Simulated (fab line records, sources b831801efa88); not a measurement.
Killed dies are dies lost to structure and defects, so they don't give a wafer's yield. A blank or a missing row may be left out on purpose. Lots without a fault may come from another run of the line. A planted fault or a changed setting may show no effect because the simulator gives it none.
A struck lot beside a sound one | flow sky130 | 15 steps out of a route of 708
Sound: wafers L176.1, L176.5, L176.6. Struck: wafers L185.1, L185.5, L185.6. The cause comes at the end.
At each step with rows: each side's tool, then ch and its chambers, then its first start. Under that, the readings that differ: sound wafers | struck wafers | difference of the means | sigmas: that difference in standard deviations of wafers without a fault.
alike: readings whose means differ by less than 2 such deviations, and words and numbers that are the same on both sides. not compared: withheld readings, readings that some wafer has no value for, bounds like >300 that may hide the same value, and numbers for which the record gives no deviation and whose values overlap.
The two part at a step that has a row with sigmas, a row that says differs or no value, or rows on one side only. Numbers that don't overlap but have no deviation are shown without sigmas and don't part them. A reading that every wafer of one side lacks parts them only if that side has two wafers or more.

first, 6 steps without rows for these wafers: SKY_GATE_OXIDE_HMDS_04 (prime time 60 s); SKY_GATE_OXIDE_COAT_05 (resist thk 1140 nm); SKY_GATE_OXIDE_SOFTBAKE_06 (time 60 s); SKY_GATE_OXIDE_EXPOSE_07 (exposes mask LVOM, target cd 600 nm); SKY_GATE_OXIDE_PEB_08; SKY_GATE_OXIDE_DEVELOP_09 (develop time 60 s).
SKY_GATE_OXIDE_OVL_MEAS_10:
  sound on overlay-02, day 15 06:19; struck on overlay-02, day 18 16:29
  alike: GATE_OXIDE_OVL
then, 2 steps without rows for these wafers: SKY_GATE_OXIDE_IMPLANT_11; SKY_GATE_OXIDE_WET_ETCH_12 (etches SiO2 in dHF, target depth 16.8 nm, time 336 s).
SKY_GATE_OXIDE_STRIP_13: strips in O2/N2.
  sound on plasma_asher-04 ch 0,1, day 15 06:36; struck on plasma_asher-02 ch 0,1, day 18 16:47
  alike: drypump_motor_current_A, oes_product_au, strip_time_to_endpoint_s
  not compared: rf_hours_counter_h
SKY_GATE_OXIDE_TW_MEAS_14:
  sound on film_metro-03, day 15 06:42; struck on film_metro-02, day 18 16:53
  alike: GATE_OXIDE_TW
then, 1 step without rows for these wafers: SKY_GATE_OXIDE_CLEAN_15 (cleans in SC1/SC2, time 150 s).
SKY_GATE_OXIDE_OXIDATION_16: stabilise 600 s, purge 300 s, target thk 3.57 nm.
  sound on furnace-02 ch 0, day 15 12:58; struck on furnace-01 ch 0, day 18 16:59
  reading                                           | sound             | struck            | difference | sigmas
  model.SiO2_of_GATE_OXIDE_OXIDATION_01.thk_nm (nm) | 11.58 11.61 11.66 | 12.96 13.08 12.97 | +1.39      |
  alike: spike_tc_upper_C, tube_center_temp_C, tube_center_temp_C_max
then, 1 step without rows for these wafers: SKY_POLY_GATE_CVD_00 (deposits poly-Si, target thk 180 nm, time 720 s).
-- the record jumps here: 31 days lie between the struck wafers' starts before and after (it left off in module POLY_GATE and takes up again in module PAD_OPEN, whose first step shown is number 708 of the route) --
SKY_PAD_OPEN_PROBE_99:
  sound on prober-02, day 46 22:10; struck on prober-02, day 49 05:07
  reading                                  | sound                        | struck                       | difference | sigmas
  model.etest.nfet_16v.r_on_ohm_um         | 1.384e+04 1.386e+04 1.38e+04 | 1.478e+04 1.49e+04 1.482e+04 | +1.000e+03 |
  model.etest.pfet_01v8.r_on_ohm_um        | 2867 2896 2893               | 3540 3542 3509               | +645       |
  model.etest.tip_sonos.rs_ohm_sq          | 2594 2597 2620               | 3011 3086 3052               | +446       |
  model.etest.nfet_01v8.r_on_ohm_um        | 825.1 835.6 822              | 1132 1151 1153               | +318       |
  model.etest.pfet_g5v0d10v5.r_on_ohm_um   | 4735 4745 4783               | 4990 5007 4994               | +243       |
  model.etest.nfet_01v8_lvt.drive_ua_um    | 575.1 561.8 583.2            | 390.3 389.3 385.6            | -185.0     |
  model.etest.tip_p.rs_ohm_sq              | 6759 6838 6795               | 7011 7083 7097               | +266       |
  model.etest.nfet_01v8_turned.drive_ua_um | 502.5 491 513.5              | 325.4 323.3 319.8            | -179.5     |
  alike: killed_at_M0_to_M3, killed_at_M4_up, killed_at_contacts, killed_at_front_end, killed_at_other, killed_dies, killed_open, killed_short

WHERE THEY PART
Nowhere in this record.

WHY: what the simulator had put in
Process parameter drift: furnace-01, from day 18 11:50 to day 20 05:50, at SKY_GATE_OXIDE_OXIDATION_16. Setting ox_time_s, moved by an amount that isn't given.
